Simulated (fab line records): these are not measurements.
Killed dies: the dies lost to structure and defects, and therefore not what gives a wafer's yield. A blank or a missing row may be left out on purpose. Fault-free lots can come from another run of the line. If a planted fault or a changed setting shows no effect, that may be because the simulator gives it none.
Problem report, 8D (eight disciplines) form, completed by code || flow gf180mcu || the parts of the form that need people (team, actions taken, sign-off) are left out

== 1. THE ISSUE ==
run-length-s at GF_M4_METAL_ETCH_16 reads a mean of 147.9 s on 6 wafers of 2 lots; wafers without a fault read 153.2 s with a standard deviation of 0.49. That puts it -11 standard deviations away from the usual mean.
The step: etches the open film in Cl2/BCl3, stops on SiO2, target depth 750.8 nm, time 125.1 s.
First observed at day 25 14:11: wafer L567.1, on rie-metal-01. The record has a number at this step for 36 wafers belonging to 12 lots. Rule for "out" (also "out of limits"): further than 4 standard deviations from the usual mean. All remaining wafers that have a number are taken as sound.

== 2. WHAT IT IS AND WHAT IT IS NOT ==
{"question": "which readings at this step", "is": "run-length-s", "is not": "drypump-motor-current-A, he-backside-leak-sccm"}
{"question": "which lots", "is": "L567, L571", "is not": "L562, L563, L564, L565, L566, L578, L580, L582, L583, L584"}
{"question": "which wafers of those lots", "is": "all that have a number", "is not": "-"}
{"question": "read on which tools", "is": "rie-metal-01", "is not": "rie-metal-02, rie-metal-03"}
{"question": "when", "is": "from day 25 14:11", "is not": "up to then (15 sound wafers); but 15 sound wafers of L578, L580, L582, L583, L584 came after"}

== 3. SUSPECTS, AND WHAT RULES EACH OUT ==
Counting: a tool stays on the suspect list if, at a process step up to the reading, it processed all lots that are out and no sound lot following the first of them.
- rie-metal-01 at GF_M4_METAL_ETCH_16 (etches the open film in Cl2/BCl3, stops on SiO2, target depth 750.8 nm, time 125.1 s): ruled out as a lasting fault. Sound lots L578 ran on it after its first lot that is out, L567 (day 25 14:11).
Left after counting: nothing in the record.

== 4. THE CAUSE (what the simulator had put in) ==
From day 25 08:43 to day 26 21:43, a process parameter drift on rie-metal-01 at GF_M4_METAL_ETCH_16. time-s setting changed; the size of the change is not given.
Counting ruled it out, wrongly.

== 5. THE EFFECT CHAIN, in route order ==
Each row: a reading whose mean over the struck wafers that have a number lies more than 3 standard deviations from the usual. Readings are gone through only where the record gives a usual standard deviation; hours: the median, over the lots, of the time from a lot's start at the first step in this table giving one to that lot's start at this step; sigmas: the change measured in usual standard deviations.
{"hours": 0, "step": "GF_M4_METAL_ETCH_16", "reading": "run-length-s", "usual": "153.2 s", "on struck wafers": 147.9, "change": -5.3, "sigmas": -11}
Process steps it contains:
- GF_M4_METAL_ETCH_16: etches the open film in Cl2/BCl3, stops on SiO2, target depth 750.8 nm, time 125.1 s.

== 6. WHAT WOULD HAVE CAUGHT IT SOONER ==
5 hours passed between the start of the fault at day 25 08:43 and the first reading out of limits in this record, taken at day 25 14:11.
